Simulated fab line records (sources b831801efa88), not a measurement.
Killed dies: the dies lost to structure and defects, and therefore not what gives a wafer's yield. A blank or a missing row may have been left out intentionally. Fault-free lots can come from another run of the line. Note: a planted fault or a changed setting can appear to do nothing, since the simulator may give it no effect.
fab line records	flow sky130
[record] lots = 24	wafers = 72	lastDay = 52
route steps=708 shown FIELD_ISO@18 NWELL@78 POLY_GATE@218 LDD_P@262 SD_N@350 LI_CONTACT@381
lots that met no fault: taken from a fault-free run of the same line
startH: hours from the record's opening day to when the first of the lot's shown wafers began	waitH: hours elapsed since this lot's preceding step	" as in the row above	L1.1+2: a single row standing in for several wafers	- no value, or no start was given	* or withheld: withheld	< > ~ a bound
route shown NAME@n: names a module that has steps shown in the file, with the first one's number in the route	usual: average and standard deviation across the fault-free wafers	same: alike in all rows	chamber/n: place in a boat	sites: readings site by site	_std_site: their standard deviation	_edge_site: mean of outer sites minus mean of inner sites	radiusMm: for every site, how far away it sits from the centre of the wafer	mask NAME#n: copy n	behind: the most recent tool/chamber to have shaped the wafer	hold: what put the lot on hold/how long, in hours/how the hold closed	device: which transistor (n, p or np) failed to switch	end of line: the tests these same wafers got at the end of their route	a step with no rows: only its recipe	killed: dies that structure and defects cost at the first sort, which is not the same as the wafer's yield	map: shows each die of a wafer: x if killed, . if not, _ if none is there
set.NAME: setting as actually run; set.NAME@STEP: the setting as run at that earlier step	model.NAME: the simulator's own value behind a step, which no gauge read
steps of the route over a sample of lots; a table a step, a row a wafer
services: a tool's chamber out of use, with start hour (startH, from the record's first day; less than 0 if before it), hours out, and reason
[[steps]]
[step SKY_FIELD_ISO_ETCH_17]
[recipe] targetDepthA = 3420	maskMaterial = Si3N4	chemistry = HBr/Cl2/O2	target = Si	taperDeg = 5	icpW = 600	biasW = 150	pressureMtorr = 15	HBr_flow_sccm = 150	Cl2_flow_sccm = 40	O2_flow_sccm = 6	timeS = 97.7
[usual] O2_flow_sccm = 5.998/0.017	drypumpMotorCurrentA = 5.8/0.31	oesProductAu = 0.998/0.007	throttleValvePct = 25.658/0.01
lot.wafer	tool	chamber	startH	waitH	O2_flow_sccm	drypumpMotorCurrentA	oesProductAu	rfHoursCounterH	throttleValvePct
L074.1	rieSi-01	1	28.16	0.1	5.993	5.8	0.985	90	25.670
L074.4	"	0	"	"	5.979	6.1	1.000	107	25.686
L074.5	"	2	"	"	5.991	5.6	1.001	-	25.646
L075.2	rieSi-02	1	33.21	0.1	6.003	6.3	1.006	148	25.657
L075.3	"	0	"	"	6.001	5.6	0.998	1	25.660
L075.4	"	3	"	"	5.970	5.2	1.002	134	25.664
L076.4	rieSi-01	3	38.71	0.0	6.012	5.7	0.995	37	25.664
L076.5	"	2	"	"	5.981	5.6	0.993	-	25.655
L076.6	"	1	"	"	5.983	5.8	0.984	-	25.683
L077.3	rieSi-02	1	43.91	0.0	5.976	6.3	0.998	148	25.672
L077.4	"	0	"	"	6.008	5.6	0.998	1	25.656
L077.6	"	1	"	"	5.980	6.3	0.996	-	25.679
L078.4	rieSi-01	3	50.01	0.0	6.001	5.7	0.998	37	25.650
L078.5	"	2	"	"	5.998	5.6	0.999	-	25.656
L078.6	"	1	"	"	5.967	5.8	0.996	-	25.638
L079.1	rieSi-02	1	54.26	0.1	6.000	6.3	1.006	148	25.648
L079.3	"	3	"	"	6.010	5.2	0.999	134	25.659
L079.4	"	1	"	"	6.005	6.3	1.004	-	25.646
L080.1	rieSi-01	0	59.61	0.1	6.000	6.0	0.991	108	25.668
L080.2	"	3	"	"	5.997	5.7	0.997	37	25.655
L080.5	"	3	"	"	6.005	5.7	1.000	-	25.649
L081.1	rieSi-02	1	66.56	0.1	6.004	6.3	1.006	148	25.640
L081.2	"	3	"	"	5.989	5.2	0.993	134	25.669
L081.6	"	1	"	"	5.994	6.3	1.006	-	25.646
L082.1	rieSi-01	0	69.66	0.1	5.999	6.1	1.009	108	25.646
L082.2	"	3	"	"	6.005	5.7	1.002	37	25.659
L082.5	"	2	"	"	5.976	5.6	1.001	-	25.631
L083.1	rieSi-02	1	76.01	0.1	5.995	6.3	0.988	148	25.651
L083.5	"	2	"	"	5.990	5.9	0.993	-	25.668
L083.6	"	1	"	"	6.004	6.3	0.997	-	25.656
L084.1	rieSi-02	0	83.36	0.1	6.008	5.6	0.999	1	25.648
L084.3	"	3	"	"	6.002	5.2	0.995	134	25.648
L084.5	"	3	"	"	5.994	5.2	1.002	-	25.665
L085.1	rieSi-01	0	87.66	0.1	5.984	6.0	0.992	108	25.665
L085.3	"	1	"	"	6.027	5.8	0.992	91	25.669
L085.4	"	2	"	"	5.990	5.6	0.996	65	25.657
L086.2	rieSi-02	0	91.71	0.1	6.010	5.6	1.000	1	25.640
L086.3	"	3	"	"	6.002	5.2	1.004	134	25.644
L086.4	"	2	"	"	6.001	6.0	1.004	-	25.640
L087.4	rieSi-01	1	96.46	0.0	6.031	5.8	0.987	91	25.650
L087.5	"	0	"	"	6.019	6.0	1.002	-	25.654
L087.6	"	1	"	"	6.041	5.8	0.990	-	25.654
L088.1	rieSi-02	0	100.76	0.1	5.987	5.6	1.005	1	25.664
L088.2	"	3	"	"	5.994	5.2	0.992	134	25.657
L088.5	"	0	"	"	5.961	5.6	1.006	-	25.657
L089.1	rieSi-01	2	107.26	0.1	6.015	5.6	1.003	65	25.674
L089.4	"	1	"	"	5.984	5.8	0.994	91	25.679
L089.6	"	0	"	"	6.007	6.1	0.997	-	25.669
L090.1	rieSi-02	1	111.46	0.1	6.014	6.3	1.003	0	25.653
L090.2	"	3	"	"	6.014	5.2	1.000	134	25.663
L090.6	"	1	"	"	6.021	6.3	1.001	-	25.655
L091.1	rieSi-01	1	117.61	0.1	5.978	5.8	0.986	91	25.666
L091.2	"	3	"	"	5.992	5.7	0.996	37	25.672
L091.5	"	3	"	"	5.974	5.7	0.994	-	25.651
L092.2	rieSi-02	2	125.06	0.1	6.014	6.0	1.002	0	25.658
L092.4	"	3	"	"	5.996	5.2	0.997	134	25.680
L092.5	"	3	"	"	6.001	5.2	0.992	-	25.653
L093.1	rieSi-01	2	127.56	0.1	6.019	5.6	1.003	65	25.650
L093.2	"	1	"	"	6.010	5.8	0.984	91	25.657
L093.5	"	3	"	"	5.994	5.7	1.005	-	25.662
L094.1	rieSi-02	0	132.11	0.1	5.985	5.6	0.993	1	25.644
L094.4	"	2	"	"	6.017	6.0	1.003	1	25.652
L094.5	"	3	"	"	5.984	5.2	1.015	-	25.658
L095.2	rieSi-01	1	138.21	0.1	6.019	5.8	0.995	91	25.650
L095.3	"	2	"	"	5.972	5.6	1.002	66	25.659
L095.6	"	2	"	"	5.974	5.6	1.011	-	25.657
L096.2	rieSi-02	2	142.61	0.1	6.009	6.0	0.996	1	25.658
L096.3	"	0	"	"	5.979	5.6	0.997	1	25.652
L096.6	"	1	"	"	5.991	6.3	0.989	-	25.653
L097.1	rieSi-01	0	149.91	0.1	6.015	6.1	0.992	108	25.665
L097.3	"	3	"	"	5.998	5.7	0.996	37	25.666
L097.6	"	3	"	"	5.983	5.7	1.002	-	25.653
[step SKY_NWELL_STRIP_25]
[recipe] chemistry = O2/N2	powerW = 1400	pressureMtorr = 1500	platenTempC = withheld	o2FlowSccm = 3000	n2FlowSccm = 300	overashFraction = 0.5
[usual] drypumpMotorCurrentA = 5.9/0.54	o2FlowSccm = 3000/9.5	oesProductAu = 0.722/0.0044	stripTimeToEndpointS = 36.92/0.081
lot.wafer	tool	chamber	startH	waitH	drypumpMotorCurrentA	o2FlowSccm	oesProductAu	rfHoursCounterH	stripTimeToEndpointS
L074.1	plasmaAsher-03	0	101.18	0.1	5.0	3000	0.727	39	36.87
L074.4	"	0	"	"	5.0	2995	0.726	-	36.92
L074.5	"	0	"	"	5.0	2993	0.720	-	36.83
L075.2	plasmaAsher-03	1	106.49	0.1	6.7	3000	0.723	39	36.88
L075.3	"	0	"	"	4.9	3005	0.714	-	36.87
L075.4	"	1	"	"	6.7	3016	0.724	-	36.86
L076.4	plasmaAsher-01	0	112.81	0.1	5.8	2993	0.718	-	36.91
L076.5	"	0	"	"	5.8	3005	0.726	-	36.84
L076.6	"	1	"	"	6.0	2997	0.719	-	36.86
L077.3	plasmaAsher-02	0	120.42	0.1	5.6	2998	0.728	-	36.80
L077.4	"	1	"	"	6.0	2987	0.720	-	36.82
L077.6	"	0	"	"	5.6	2986	0.719	-	36.91
L078.4	plasmaAsher-01	1	125.47	0.1	6.1	2990	0.721	-	36.89
L078.5	"	1	"	"	6.0	2997	0.723	-	36.90
L078.6	"	0	"	"	5.8	3002	0.727	-	36.90
L079.1	plasmaAsher-01	0	130.98	0.1	5.8	3019	0.727	28	36.95
L079.3	"	1	"	"	6.0	2988	0.721	-	36.92
L079.4	"	0	"	"	5.8	3018	0.722	-	36.80
L080.1	plasmaAsher-03	1	139.63	0.1	6.7	3011	0.723	42	36.88
L080.2	"	0	"	"	5.0	3000	0.721	42	37.04
L080.5	"	0	"	"	5.0	2984	0.718	-	36.85
L081.1	plasmaAsher-01	1	144.83	0.1	6.1	3009	0.726	30	36.98
L081.2	"	0	"	"	5.8	2989	0.721	30	37.05
L081.6	"	0	"	"	5.8	2989	0.720	-	37.09
L082.1	plasmaAsher-02	1	148.14	0.1	6.0	3006	0.724	41	36.88
L082.2	"	0	"	"	5.6	2998	0.720	41	36.97
L082.5	"	0	"	"	5.6	3002	0.722	-	36.90
L083.1	plasmaAsher-01	1	155.44	0.1	6.1	3014	0.728	31	36.85
L083.5	"	1	"	"	6.1	3001	0.721	-	36.99
L083.6	"	0	"	"	5.8	3001	0.717	-	36.84
L084.1	plasmaAsher-02	1	165.43	0.1	6.0	2994	0.724	42	36.98
L084.3	"	1	"	"	6.0	2978	0.721	-	37.00
L084.5	"	0	"	"	5.5	2996	0.726	-	37.07
L085.1	plasmaAsher-01	0	169.24	0.1	5.8	3006	0.725	32	36.91
L085.3	"	1	"	"	6.0	3001	0.728	-	37.14
L085.4	"	0	"	"	5.8	3000	0.720	-	36.96
L086.2	plasmaAsher-03	1	175.19	0.1	6.7	3003	0.716	46	36.92
L086.3	"	1	"	"	6.7	2994	0.710	-	36.85
L086.4	"	0	"	"	5.0	2988	0.721	-	36.94
L087.4	plasmaAsher-03	0	183.71	0.1	5.0	2998	0.723	-	37.14
L087.5	"	1	"	"	6.7	3002	0.722	-	37.02
L087.6	"	0	"	"	5.0	2992	0.729	-	37.03
L088.1	plasmaAsher-03	0	190.09	0.1	5.0	2985	0.724	48	36.81
L088.2	"	1	"	"	6.7	2994	0.724	48	36.73
L088.5	"	1	"	"	6.7	3010	0.730	-	36.77
L089.1	plasmaAsher-03	0	193.99	0.1	5.0	2999	0.722	48	36.98
L089.4	"	0	"	"	5.0	2996	0.717	-	37.01
L089.6	"	0	"	"	5.0	2993	0.724	-	36.91
L090.1	plasmaAsher-01	0	204.64	0.1	5.8	3011	0.727	37	37.00
L090.2	"	1	"	"	6.0	3007	0.719	37	36.95
L090.6	"	1	"	"	6.1	3014	0.724	-	37.02
L091.1	plasmaAsher-03	1	212.49	0.1	6.7	3021	0.725	51	36.80
L091.2	"	0	"	"	5.0	2995	0.719	51	36.89
L091.5	"	1	"	"	6.7	3007	0.726	-	36.91
L092.2	plasmaAsher-01	1	219.29	0.1	6.1	3007	0.716	38	36.89
L092.4	"	0	"	"	5.8	3025	0.726	-	36.96
L092.5	"	1	"	"	6.0	3004	0.730	-	36.92
L093.1	plasmaAsher-02	1	222.43	0.1	6.0	3017	0.722	43	37.03
L093.2	"	0	"	"	5.6	2999	0.716	43	36.87
L093.5	"	1	"	"	6.0	2999	0.725	-	36.92
L094.1	plasmaAsher-03	0	230.59	0.1	5.0	3002	0.728	52	36.88
L094.4	"	0	"	"	5.0	3021	0.723	-	36.93
L094.5	"	1	"	"	6.6	2998	0.719	-	37.01
L095.2	plasmaAsher-02	0	238.98	0.1	5.6	2982	0.720	45	36.89
L095.3	"	1	"	"	6.0	2991	0.719	-	36.96
L095.6	"	1	"	"	6.0	2983	0.727	-	36.97
L096.2	plasmaAsher-01	0	239.49	0.1	5.8	2997	0.721	41	36.87
L096.3	"	0	"	"	5.8	2999	0.723	-	36.88
L096.6	"	0	"	"	5.8	2998	0.718	-	36.93
L097.1	plasmaAsher-02	1	248.98	0.1	6.0	3006	0.724	46	36.77
L097.3	"	0	"	"	5.5	3004	0.729	-	36.90
L097.6	"	0	"	"	5.6	3012	0.722	-	36.86
[step SKY_POLY_GATE_THK_MEAS_04]
[recipe] reads = Si3N4_of_POLY_GATE_CVD_03
[usual] POLY_GATE_CVD_03_THK = 75.2/0.76
lot.wafer	tool	chamber	startH	waitH	POLY_GATE_CVD_03_THK[nm]
L074.1	filmMetro-01	-	346.27	0.0	75.7
L074.4	"	-	"	"	75.0
L074.5	"	-	"	"	76.0
L075.2	filmMetro-02	-	351.67	0.0	73.8
L075.3	"	-	"	"	74.5
L075.4	"	-	"	"	74.3
L076.4	filmMetro-04	-	366.80	0.0	74.5
L076.5	"	-	"	"	74.9
L076.6	"	-	"	"	74.2
L077.3	filmMetro-04	-	383.34	0.0	74.8
L077.4	"	-	"	"	74.5
L077.6	"	-	"	"	74.4
L078.4	filmMetro-01	-	391.14	0.0	73.9
L078.5	"	-	"	"	74.4
L078.6	"	-	"	"	74.2
L079.1	filmMetro-04	-	396.11	0.0	75.8
L079.3	"	-	"	"	75.4
L079.4	"	-	"	"	75.3
L080.1	filmMetro-02	-	406.47	0.0	75.8
L080.2	"	-	"	"	76.1
L080.5	"	-	"	"	76.2
L081.1	filmMetro-04	-	414.84	0.0	74.9
L081.2	"	-	"	"	75.6
L081.6	"	-	"	"	75.2
L082.1	filmMetro-04	-	419.08	0.0	75.3
L082.2	"	-	"	"	75.5
L082.5	"	-	"	"	76.3
L083.1	filmMetro-01	-	431.66	0.0	76.0
L083.5	"	-	"	"	76.5
L083.6	"	-	"	"	76.2
L084.1	filmMetro-04	-	446.72	0.0	75.1
L084.3	"	-	"	"	75.2
L084.5	"	-	"	"	74.8
L085.1	filmMetro-04	-	452.41	0.0	73.7
L085.3	"	-	"	"	74.1
L085.4	"	-	"	"	74.1
L086.2	filmMetro-04	-	458.57	0.0	75.1
L086.3	"	-	"	"	75.3
L086.4	"	-	"	"	75.4
L087.4	filmMetro-01	-	471.00	0.0	74.4
L087.5	"	-	"	"	74.3
L087.6	"	-	"	"	74.1
L088.1	filmMetro-04	-	480.14	0.0	74.5
L088.2	"	-	"	"	75.3
L088.5	"	-	"	"	74.5
L089.1	filmMetro-01	-	485.86	0.0	75.3
L089.4	"	-	"	"	75.0
L089.6	"	-	"	"	74.8
L090.1	filmMetro-04	-	500.35	0.0	76.0
L090.2	"	-	"	"	76.5
L090.6	"	-	"	"	76.4
L091.1	filmMetro-04	-	516.01	0.0	75.8
L091.2	"	-	"	"	75.7
L091.5	"	-	"	"	75.4
L093.1	filmMetro-04	-	525.81	0.0	76.2
L093.2	"	-	"	"	76.5
L093.5	"	-	"	"	75.7
L092.2	filmMetro-02	-	528.23	0.0	76.0
L092.4	"	-	"	"	76.3
L092.5	"	-	"	"	76.5
L094.1	filmMetro-04	-	536.32	0.0	75.1
L094.4	"	-	"	"	74.4
L094.5	"	-	"	"	74.9
L095.2	filmMetro-02	-	547.61	0.0	75.3
L095.3	"	-	"	"	76.1
L095.6	"	-	"	"	75.4
L096.2	filmMetro-02	-	551.22	0.0	75.3
L096.3	"	-	"	"	75.6
L096.6	"	-	"	"	75.0
L097.1	filmMetro-04	-	562.34	0.0	75.6
L097.3	"	-	"	"	75.3
L097.6	"	-	"	"	76.1
[step SKY_LDD_P_CD_MEAS_07]
[recipe] targetCdNm = 380
[usual] cdNm = 379.9/2.3
lot.wafer	tool	chamber	startH	waitH	cdNm
L074.1	cdSem-01	-	441.95	0.1	381.0
L074.4	"	-	"	"	378.5
L074.5	"	-	"	"	381.6
L075.2	cdSem-02	-	448.71	0.1	382.4
L075.3	"	-	"	"	382.1
L075.4	"	-	"	"	382.0
L076.4	cdSem-01	-	463.40	0.1	378.3
L076.5	"	-	"	"	378.8
L076.6	"	-	"	"	379.1
L077.3	cdSem-01	-	483.44	0.1	384.4
L077.4	"	-	"	"	384.0
L077.6	"	-	"	"	382.6
L078.4	cdSem-01	-	491.65	0.1	375.8
L078.5	"	-	"	"	376.4
L078.6	"	-	"	"	377.2
L079.1	cdSem-02	-	496.99	0.1	379.0
L079.3	"	-	"	"	379.4
L079.4	"	-	"	"	378.0
L080.1	cdSem-01	-	507.50	0.1	380.2
L080.2	"	-	"	"	380.4
L080.5	"	-	"	"	383.4
L081.1	cdSem-02	-	514.79	0.1	381.1
L081.2	"	-	"	"	384.1
L081.6	"	-	"	"	382.0
L082.1	cdSem-02	-	521.55	0.1	380.2
L082.2	"	-	"	"	377.6
L082.5	"	-	"	"	382.6
L083.1	cdSem-02	-	531.70	0.1	378.0
L083.5	"	-	"	"	377.2
L083.6	"	-	"	"	377.0
L084.1	cdSem-02	-	547.35	0.1	382.5
L084.3	"	-	"	"	378.2
L084.5	"	-	"	"	380.7
L085.1	cdSem-02	-	554.25	0.1	379.2
L085.3	"	-	"	"	377.7
L085.4	"	-	"	"	378.4
L086.2	cdSem-02	-	559.21	0.1	379.8
L086.3	"	-	"	"	380.4
L086.4	"	-	"	"	379.0
L087.4	cdSem-02	-	572.05	0.1	380.7
L087.5	"	-	"	"	380.1
L087.6	"	-	"	"	379.4
L088.1	cdSem-02	-	581.39	0.1	379.8
L088.2	"	-	"	"	381.3
L088.5	"	-	"	"	379.9
L089.1	cdSem-02	-	587.30	0.1	377.9
L089.4	"	-	"	"	378.0
L089.6	"	-	"	"	374.0
L090.1	cdSem-02	-	600.94	0.1	381.6
L090.2	"	-	"	"	379.4
L090.6	"	-	"	"	381.2
L091.1	cdSem-02	-	615.34	0.1	380.9
L091.2	"	-	"	"	379.1
L091.5	"	-	"	"	382.0
L093.1	cdSem-01	-	624.89	0.1	380.2
L093.2	"	-	"	"	380.2
L093.5	"	-	"	"	380.1
L092.2	cdSem-02	-	626.61	0.1	383.5
L092.4	"	-	"	"	382.4
L092.5	"	-	"	"	383.1
L094.1	cdSem-01	-	633.40	0.1	378.5
L094.4	"	-	"	"	380.1
L094.5	"	-	"	"	379.9
L095.2	cdSem-02	-	643.11	0.1	380.0
L095.3	"	-	"	"	378.8
L095.6	"	-	"	"	379.9
L096.2	cdSem-01	-	645.46	0.1	376.1
L096.3	"	-	"	"	374.0
L096.6	"	-	"	"	376.6
L097.1	cdSem-01	-	655.94	0.1	381.6
L097.3	"	-	"	"	383.0
L097.6	"	-	"	"	381.7
[step SKY_SD_N_OVL_MEAS_08]
[usual] SD_N_OVL = 0.9/1.2
lot.wafer	tool	chamber	startH	waitH	SD_N_OVL[nm]
L074.1	overlay-02	-	665.66	0.1	3.4
L074.4	"	-	"	"	0.7
L074.5	"	-	"	"	1.4
L075.2	overlay-02	-	671.52	0.1	0.4
L075.3	"	-	"	"	2.0
L075.4	"	-	"	"	0.8
L076.4	overlay-01	-	686.14	0.1	2.8
L076.5	"	-	"	"	1.8
L076.6	"	-	"	"	1.5
L077.3	overlay-01	-	702.37	0.1	3.4
L077.4	"	-	"	"	3.1
L077.6	"	-	"	"	2.2
L078.4	overlay-02	-	710.90	0.1	0.3
L078.5	"	-	"	"	0.5
L078.6	"	-	"	"	0.8
L079.1	overlay-02	-	714.71	0.1	2.0
L079.3	"	-	"	"	1.7
L079.4	"	-	"	"	0.8
L080.1	overlay-01	-	722.36	0.1	2.7
L080.2	"	-	"	"	3.4
L080.5	"	-	"	"	0.9
L081.1	overlay-01	-	729.97	0.1	0.7
L081.2	"	-	"	"	2.2
L081.6	"	-	"	"	0.0
L082.1	overlay-01	-	736.66	0.1	2.0
L082.2	"	-	"	"	0.8
L082.5	"	-	"	"	1.9
L083.1	overlay-01	-	745.87	0.1	0.7
L083.5	"	-	"	"	1.4
L083.6	"	-	"	"	1.1
L084.1	overlay-02	-	755.31	0.1	1.3
L084.3	"	-	"	"	0.5
L084.5	"	-	"	"	2.1
L085.1	overlay-01	-	768.82	0.1	-0.2
L085.3	"	-	"	"	0.4
L085.4	"	-	"	"	1.3
L086.2	overlay-01	-	770.83	0.1	2.1
L086.3	"	-	"	"	1.9
L086.4	"	-	"	"	-0.8
L087.4	overlay-02	-	780.34	0.1	0.1
L087.5	"	-	"	"	1.8
L087.6	"	-	"	"	-2.0
L088.1	overlay-01	-	786.91	0.1	0.4
L088.2	"	-	"	"	-0.7
L088.5	"	-	"	"	1.2
L089.1	overlay-02	-	792.12	0.1	0.7
L089.4	"	-	"	"	0.1
L089.6	"	-	"	"	1.6
L090.1	overlay-02	-	803.93	0.1	1.6
L090.2	"	-	"	"	2.0
L090.6	"	-	"	"	1.4
L091.1	overlay-01	-	819.01	0.1	-0.2
L091.2	"	-	"	"	-0.9
L091.5	"	-	"	"	0.2
L093.1	overlay-02	-	828.11	0.1	-1.2
L093.2	"	-	"	"	-1.4
L093.5	"	-	"	"	-1.0
L092.2	overlay-01	-	829.78	0.1	0.5
L092.4	"	-	"	"	0.5
L092.5	"	-	"	"	1.3
L094.1	overlay-01	-	835.61	0.1	1.0
L094.4	"	-	"	"	-0.8
L094.5	"	-	"	"	2.3
L095.2	overlay-02	-	846.33	0.1	-1.5
L095.3	"	-	"	"	-1.3
L095.6	"	-	"	"	-0.1
L096.2	overlay-02	-	850.87	0.1	-0.4
L096.3	"	-	"	"	-0.1
L096.6	"	-	"	"	0.1
L097.1	overlay-02	-	858.37	0.1	1.1
L097.3	"	-	"	"	1.5
L097.6	"	-	"	"	1.4
[step SKY_LI_CONTACT_SPUTTER_19]
[recipe] material = Ti	targetThkNm = 20	chamberPressurePa = 5	powerW = 2500	substrateTempC = 200	timeS = 106.37
[usual] throttleValvePct = 30.3/1
lot.wafer	tool	chamber	startH	waitH	throttleValvePct
L074.1	pvdSputter-03	-	696.83	0.0	30.1
L074.4	"	-	"	"	27.7
L074.5	"	-	"	"	30.8
L075.2	pvdSputter-02	-	701.68	0.0	30.8
L075.3	"	-	"	"	32.2
L075.4	"	-	"	"	31.1
L076.4	pvdSputter-02	-	717.16	0.0	29.6
L076.5	"	-	"	"	29.6
L076.6	"	-	"	"	31.0
L077.3	pvdSputter-02	-	733.42	0.0	30.8
L077.4	"	-	"	"	32.5
L077.6	"	-	"	"	30.8
L078.4	pvdSputter-03	-	741.43	0.0	30.7
L078.5	"	-	"	"	30.2
L078.6	"	-	"	"	30.8
L079.1	pvdSputter-01	-	745.67	0.0	29.5
L079.3	"	-	"	"	30.5
L079.4	"	-	"	"	30.1
L080.1	pvdSputter-02	-	753.37	0.0	29.5
L080.2	"	-	"	"	31.1
L080.5	"	-	"	"	30.8
L081.1	pvdSputter-02	-	760.92	0.0	32.3
L081.2	"	-	"	"	31.3
L081.6	"	-	"	"	32.1
L082.1	pvdSputter-01	-	767.64	0.0	30.6
L082.2	"	-	"	"	29.5
L082.5	"	-	"	"	29.9
L083.1	pvdSputter-01	-	777.34	0.0	30.1
L083.5	"	-	"	"	30.0
L083.6	"	-	"	"	29.8
L084.1	pvdSputter-01	-	785.97	0.0	29.5
L084.3	"	-	"	"	30.4
L084.5	"	-	"	"	29.4
L085.1	pvdSputter-02	-	799.47	0.0	29.7
L085.3	"	-	"	"	32.3
L085.4	"	-	"	"	31.1
L086.2	pvdSputter-01	-	800.93	0.0	30.2
L086.3	"	-	"	"	29.6
L086.4	"	-	"	"	29.9
L087.4	pvdSputter-01	-	811.64	0.0	30.1
L087.5	"	-	"	"	30.1
L087.6	"	-	"	"	30.0
L088.1	pvdSputter-03	-	817.34	0.0	30.8
L088.2	"	-	"	"	27.8
L088.5	"	-	"	"	30.6
L089.1	pvdSputter-03	-	823.22	0.0	31.0
L089.4	"	-	"	"	30.0
L089.6	"	-	"	"	30.9
L090.1	pvdSputter-02	-	835.19	0.0	31.0
L090.2	"	-	"	"	32.3
L090.6	"	-	"	"	32.5
L091.1	pvdSputter-02	-	849.57	0.0	32.3
L091.2	"	-	"	"	29.5
L091.5	"	-	"	"	32.2
L093.1	pvdSputter-03	-	859.49	0.0	30.0
L093.2	"	-	"	"	27.6
L093.5	"	-	"	"	30.0
L092.2	pvdSputter-01	-	860.64	0.0	30.1
L092.4	"	-	"	"	29.7
L092.5	"	-	"	"	29.9
L094.1	pvdSputter-03	-	866.87	0.0	30.8
L094.4	"	-	"	"	27.8
L094.5	"	-	"	"	27.7
L095.2	pvdSputter-01	-	876.57	0.0	29.6
L095.3	"	-	"	"	30.4
L095.6	"	-	"	"	30.4
L096.2	pvdSputter-03	-	882.13	0.0	27.7
L096.3	"	-	"	"	30.6
L096.6	"	-	"	"	30.5
L097.1	pvdSputter-02	-	889.24	0.0	32.4
L097.3	"	-	"	"	30.7
L097.6	"	-	"	"	32.3
[[services]]
tool	chamber	startH	hours	kind
plasmaAsher-03	-	5.93	4.3	repair
plasmaAsher-01	-	9.32	2.8	pm
rieSi-01	-	81.50	2.8	pm
plasmaAsher-01	-	103.64	1.5	repair
rieSi-02	2	121.29	1.7	repair
rieSi-01	2	149.82	4.2	repair
plasmaAsher-03	-	150.83	0.7	repair
rieSi-01	0	209.17	6.9	repair
rieSi-01	0	224.00	11.0	repair
plasmaAsher-03	-	254.60	2.8	pm
plasmaAsher-03	-	263.35	3.4	repair
rieSi-01	1	276.45	13.8	repair
rieSi-01	0	285.99	6.8	repair
pvdSputter-02	-	290.82	5.4	repair
rieSi-01	2	299.40	9.7	repair
rieSi-01	1	558.59	5.7	repair
rieSi-02	0	567.56	16.7	repair
rieSi-01	-	572.04	28.1	pm
rieSi-02	-	609.67	2.8	pm
rieSi-02	-	613.87	0.4	repair
rieSi-01	0	624.79	7.9	repair
rieSi-02	2	711.46	11.1	repair
rieSi-01	3	734.31	3.3	repair
rieSi-01	3	874.09	3.0	repair
[[key]]
fault none
